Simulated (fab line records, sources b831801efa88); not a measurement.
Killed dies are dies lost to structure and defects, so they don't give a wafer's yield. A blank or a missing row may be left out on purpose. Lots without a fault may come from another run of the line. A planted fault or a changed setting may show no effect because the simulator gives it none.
A struck lot beside a sound one | flow gf180mcu | 15 steps out of a route of 602
Sound: wafers L502.2, L502.4, L502.6. Struck: wafers L498.2, L498.3, L498.6. The cause comes at the end.
At each step with rows: each side's tool, then ch and its chambers, then its first start. Under that, the readings that differ: sound wafers | struck wafers | difference of the means | sigmas: that difference in standard deviations of wafers without a fault.
alike: readings whose means differ by less than 2 such deviations, and words and numbers that are the same on both sides. not compared: withheld readings, readings that some wafer has no value for, bounds like >300 that may hide the same value, and numbers for which the record gives no deviation and whose values overlap.
The two part at a step that has a row with sigmas, a row that says differs or no value, or rows on one side only. Numbers that don't overlap but have no deviation are shown without sigmas and don't part them. A reading that every wafer of one side lacks parts them only if that side has two wafers or more.

first, 4 steps without rows for these wafers: GF_HV_LDD_IMPLANT_33; GF_HV_LDD_IMPLANT_34; GF_HV_LDD_IMPLANT_35; GF_HV_LDD_IMPLANT_36.
GF_HV_LDD_STRIP_37: strips in O2/N2.
  sound on plasma_asher-01 ch 0,1, day 16 10:13; struck on plasma_asher-02 ch 0,1, day 14 20:32
  alike: chamber_pressure_mTorr, drypump_motor_current_A, heater_power_w, oes_product_au, strip_time_to_endpoint_s
  not compared: rf_hours_counter_h
GF_HV_LDD_TW_MEAS_38:
  sound on film_metro-01, day 16 10:20; struck on film_metro-03, day 14 20:38
  alike: HV_LDD_3_TW
then, 6 steps without rows for these wafers: GF_HV_LDD_DEHYDRATE_39 (time 60 s); GF_HV_LDD_HMDS_40 (prime time 60 s); GF_HV_LDD_COAT_41 (resist thk 1000 nm); GF_HV_LDD_SOFTBAKE_42 (time 60 s); GF_HV_LDD_EXPOSE_43 (exposes mask Pplus HV AREA, target cd 400 nm); GF_HV_LDD_PEB_44.
GF_HV_LDD_DEVELOP_45: develop time 60 s.
  sound on litho_track-04 ch 0, day 17 08:02; struck on litho_track-02 ch 0, day 15 17:46
  reading              | sound             | struck            | difference | sigmas
  developer_temp_C (C) | 23.11 23.09 23.16 | 23.78 23.83 23.94 | +0.73      | +7
GF_HV_LDD_CD_MEAS_46: target cd 400 nm.
  sound on cd_sem-01, day 17 08:11; struck on cd_sem-01, day 15 17:55
  alike: cd_nm
-- the record jumps here: 16 days lie between the struck wafers' starts before and after (it left off in module HV_LDD and takes up again in module PASSIVATION, whose first step shown is number 602 of the route) --
GF_PASSIVATION_PROBE_99:
  the record has rows for the struck wafers here (prober-02, day 32 00:01) and none for the sound ones

WHERE THEY PART
First at GF_HV_LDD_DEVELOP_45; last, within this record, at GF_PASSIVATION_PROBE_99.

WHY: what the simulator had put in
Process parameter drift: litho_track-02, from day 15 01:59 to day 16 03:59, at GF_HV_LDD_DEVELOP_45. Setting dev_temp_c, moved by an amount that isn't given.
